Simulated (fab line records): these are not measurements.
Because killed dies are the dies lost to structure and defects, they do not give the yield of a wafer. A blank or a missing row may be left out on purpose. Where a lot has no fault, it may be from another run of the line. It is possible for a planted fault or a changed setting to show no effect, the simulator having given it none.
Check of tool commonality	flow sky130	Lots sampled 13, wafers sampled 39

WHY IT WAS OPENED
At SKY_VT_ADJUST_NCORE_TW_MEAS_11 the reading VT_ADJUST_NCORE_TW is flagged on 2 of 13 lots. No-fault wafers: 220.0, standard deviation 1.6.
Rule: a lot is flagged when every wafer of it that has a number lies more than 4 standard deviations from that mean, or none has a number. The other lots count as sound.

lot	measured	on	VT_ADJUST_NCORE_TW, wafer by wafer	flag
L226	day 8 07:48	filmMetro-01	220.0 219.0 219.8	
L227	day 8 16:44	filmMetro-04	219.5 220.6 220.9	
L229	day 10 10:25	filmMetro-01	218.6 219.4 219.2	
L231	day 10 19:17	filmMetro-01	219.1 217.6 218.5	
L230	day 10 21:31	filmMetro-04	221.3 221.3 221.4	
L232	day 11 02:45	filmMetro-03	220.4 221.2 220.2	
L234	day 11 13:52	filmMetro-04	221.8 221.6 221.1	
L235	day 11 15:10	filmMetro-01	220.4 220.7 221.5	
L236	day 11 16:26	filmMetro-04	221.5 221.9 221.0	
L244	day 13 20:56	filmMetro-01	30.2 30.2 30.0	FLAGGED
L245	day 14 00:08	filmMetro-04	30.3 30.3 30.3	FLAGGED
L248	day 15 03:03	filmMetro-03	219.8 217.2 219.3	
L249	day 15 08:12	filmMetro-04	221.7 222.2 220.9	
The numbers of the flagged lots are 30.2 on average: -189.8 against the usual, or -99 or more standard deviations.

WHICH TOOL EACH LOT WENT THROUGH
3 process steps preceding the reading are held in the record, out of 708 steps in the route. Cell contents, in order: the tool; ch with the chambers the sampled wafers went through; the start.
lot	flag	SKY_NWELL_STRIP_25	SKY_NWELL_RTA_28	SKY_VT_ADJUST_NCORE_DEVELOP_06
L226		plasmaAsher-01 ch 0,1, day 5 04:55	rtpAnneal-02 ch 0, day 5 05:08	lithoTrack-02 ch 0, day 8 07:15
L227		plasmaAsher-04 ch 0,1, day 5 10:16	rtpAnneal-02 ch 0, day 5 10:29	lithoTrack-03 ch 0, day 8 16:11
L229		plasmaAsher-02 ch 0,1, day 6 23:53	rtpAnneal-02 ch 0, day 7 00:05	lithoTrack-02 ch 0, day 10 09:54
L231		plasmaAsher-04 ch 0,1, day 7 05:54	rtpAnneal-01 ch 0, day 7 06:08	lithoTrack-02 ch 0, day 10 18:40
L230		plasmaAsher-01 ch 0,1, day 7 06:35	rtpAnneal-02 ch 0, day 7 06:49	lithoTrack-04 ch 0, day 10 21:01
L232		plasmaAsher-02 ch 0,1, day 7 11:00	rtpAnneal-02 ch 0, day 7 11:13	lithoTrack-02 ch 0, day 11 02:12
L234		plasmaAsher-01 ch 0,1, day 7 19:44	rtpAnneal-01 ch 0, day 7 19:57	lithoTrack-04 ch 0, day 11 13:20
L235		plasmaAsher-04 ch 0,1, day 7 20:05	rtpAnneal-02 ch 0, day 7 20:18	lithoTrack-02 ch 0, day 11 14:39
L236		plasmaAsher-04 ch 0,1, day 7 22:15	rtpAnneal-01 ch 0, day 7 22:28	lithoTrack-03 ch 0, day 11 15:55
L244	FLAGGED	plasmaAsher-02 ch 0,1, day 9 20:28	rtpAnneal-01 ch 0, day 9 20:41	lithoTrack-04 ch 0, day 13 20:23
L245	FLAGGED	plasmaAsher-02 ch 0,1, day 9 22:43	rtpAnneal-01 ch 0, day 9 22:56	lithoTrack-04 ch 0, day 13 23:35
L248		plasmaAsher-04 ch 0,1, day 10 22:09	rtpAnneal-02 ch 0, day 10 22:22	lithoTrack-02 ch 0, day 15 02:30
L249		plasmaAsher-02 ch 0,1, day 11 02:40	rtpAnneal-01 ch 0, day 11 02:53	lithoTrack-02 ch 0, day 15 07:39
These steps, and what they do:
- SKY_NWELL_STRIP_25: strips in O2/N2.
- SKY_NWELL_RTA_28: time 30 s.
- SKY_VT_ADJUST_NCORE_DEVELOP_06: develop time 60 s.
- SKY_VT_ADJUST_NCORE_TW_MEAS_11

FLAGGED OVER TOTAL, TOOL BY TOOL (the gauges that took the reading come last)
step	tool	lots run	flagged	share of the flagged lots	sound lots run after its first flagged lot
SKY_NWELL_STRIP_25	plasmaAsher-01	3	0	none	-
SKY_NWELL_STRIP_25	plasmaAsher-02	5	2	all	1 (L249)
SKY_NWELL_STRIP_25	plasmaAsher-04	5	0	none	-
SKY_NWELL_RTA_28	rtpAnneal-01	6	2	all	1 (L249)
SKY_NWELL_RTA_28	rtpAnneal-02	7	0	none	-
SKY_VT_ADJUST_NCORE_DEVELOP_06	lithoTrack-02	7	0	none	-
SKY_VT_ADJUST_NCORE_DEVELOP_06	lithoTrack-03	2	0	none	-
SKY_VT_ADJUST_NCORE_DEVELOP_06	lithoTrack-04	4	2	all	0
SKY_VT_ADJUST_NCORE_TW_MEAS_11	filmMetro-01	5	1	some	0
SKY_VT_ADJUST_NCORE_TW_MEAS_11	filmMetro-03	2	0	none	-
SKY_VT_ADJUST_NCORE_TW_MEAS_11	filmMetro-04	6	1	some	1 (L249)

WHAT THE TABLE ALLOWS
plasmaAsher-02 at SKY_NWELL_STRIP_25, rtpAnneal-01 at SKY_NWELL_RTA_28 and lithoTrack-04 at SKY_VT_ADJUST_NCORE_DEVELOP_06: these 3 rows of the table ran every flagged lot.
- plasmaAsher-02 at SKY_NWELL_STRIP_25 ran 5 lots, 2 of them flagged. After the first flagged lot (L249), sound lots still ran on it; a lasting fault on the whole tool would not permit that.
- rtpAnneal-01 at SKY_NWELL_RTA_28 ran 6 lots, 2 of them flagged. After the first flagged lot (L249), sound lots still ran on it; a lasting fault on the whole tool would not permit that.
- lithoTrack-04 at SKY_VT_ADJUST_NCORE_DEVELOP_06 ran 4 lots, 2 of them flagged. A fault beginning between L234 (day 11 13:20), its last sound lot, and L244 (day 13 20:23), its first flagged one, fits the data.
Just one tool remains: lithoTrack-04 at SKY_VT_ADJUST_NCORE_DEVELOP_06.

WHAT THE SIMULATOR HAD PUT IN
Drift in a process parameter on lithoTrack-04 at SKY_VT_ADJUST_NCORE_DEVELOP_06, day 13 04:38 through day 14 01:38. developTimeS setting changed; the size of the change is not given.
Shown lots that were struck: L244, L245. The rule above found the same.
